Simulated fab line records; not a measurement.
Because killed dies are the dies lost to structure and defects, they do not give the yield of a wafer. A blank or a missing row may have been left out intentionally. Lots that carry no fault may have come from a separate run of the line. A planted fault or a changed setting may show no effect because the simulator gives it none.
Matching of chambers | flow gf180mcu | 3 sister chambers for GF_V3_CVD_00 on hdpcvd-02
The step deposits SiO2, target thk 600 nm, time 100 s. 6 wafers are shown with their chamber, then 7 later ones without.

## WAFERS, EACH WITH ITS CHAMBER
wafer  | chamber | pressure-mtorr (mTorr)
L581.4 | 1       | 5.983
L581.5 | 2       | 5.984
L586.2 | 2       | 5.987
L586.4 | 0       | 5.996
L587.1 | 0       | 6.011
L587.3 | 1       | 6.015

## WAFERS MISSING THEIR CHAMBER
wafer  | pressure-mtorr (mTorr)
L587.5 | 6.016
L590.2 | 6.025
L590.4 | 5.987
L590.5 | 6.011
L591.2 | 5.989
L591.3 | 5.980
L591.6 | 6.005

## CHAMBER TAKEN BY EACH
wafer  | from the rows above          | in truth
L587.5 | can't be placed: 0 or 1 or 2 | 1
L590.2 | can't be placed: 0 or 1 or 2 | 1
L590.4 | can't be placed: 2 or 1 or 0 | 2
L590.5 | can't be placed: 0 or 1 or 2 | 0
L591.2 | can't be placed: 2 or 1 or 0 | 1
L591.3 | can't be placed: 2 or 1 or 0 | 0
L591.6 | can't be placed: 0 or 1 or 2 | 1
0 of 7 placed correctly. These rows do not allow placing 7 (true chamber among the candidates in 7). Wrongly placed: 0.
How it was worked out, from the rows above alone: a wafer's distance from a chamber is the root of the sum, over the readings, of the square of ((its reading less the chamber's mean) divided by the reading's scatter). If the next closest chamber is less than 2 further off than the closest, the wafer can't be placed; otherwise it belongs to the closest. For every chamber, the mean is computed from those of its wafers that are shown. The scatter is the square root of a quotient: the sum, over the shown wafers, of each reading's squared deviation from its chamber's mean, divided by wafers minus chambers.
